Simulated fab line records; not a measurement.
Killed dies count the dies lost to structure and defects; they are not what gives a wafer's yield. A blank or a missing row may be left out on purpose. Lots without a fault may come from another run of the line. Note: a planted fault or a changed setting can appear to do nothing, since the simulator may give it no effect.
Matching of chambers	flow gf180mcu	GF_CONTACT_CVD_02 on pecvd-02 has 3 sister chambers
The step deposits SiO2 from TEOS, target thk 860 nm, time 95.992 s. 6 wafers are shown with their chamber, then 8 later ones without.

## WAFERS PAIRED WITH THEIR CHAMBERS
wafer	chamber	heater power w (W)	rf fwd power W (W)
L973.4	1	600	595.6
L973.5	0	681	596.1
L978.2	1	483	594.2
L978.4	0	650	597.6
L978.6	2	562	594.0
L979.1	2	576	595.7

## WAFERS WITH NO CHAMBER GIVEN
wafer	heater power w (W)	rf fwd power W (W)
L979.3	604	595.7
L979.5	652	596.8
L986.2	698	595.4
L986.4	548	596.4
L986.5	669	597.5
L988.1	626	597.7
L988.3	677	593.5
L988.4	668	594.1

## CHAMBER TAKEN BY EACH
wafer	from the rows above	in truth
L979.3	can't be placed: 2 or 1 or 0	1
L979.5	0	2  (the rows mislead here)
L986.2	can't be placed: 0 or 2 or 1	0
L986.4	can't be placed: 1 or 2 or 0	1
L986.5	0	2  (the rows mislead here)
L988.1	can't be placed: 0 or 2 or 1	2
L988.3	can't be placed: 2 or 1 or 0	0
L988.4	can't be placed: 2 or 0 or 1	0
Correct placement for 0 of the 8. Not placeable from these rows: 6 (in 6, the candidates include the true chamber). Wrongly placed: 2.
How it was worked out, from the rows above alone: a wafer's distance from a chamber is the root of the sum, over the readings, of the square of ((its reading less the chamber's mean) divided by the reading's scatter). The wafer belongs to the nearest chamber; if the next one is less than 2 further off, it can't be placed. Each chamber's mean is taken over the wafers shown for it. The scatter: take each reading less its chamber's mean, square it, sum over the shown wafers, divide by the number of wafers less the number of chambers, and take the root.
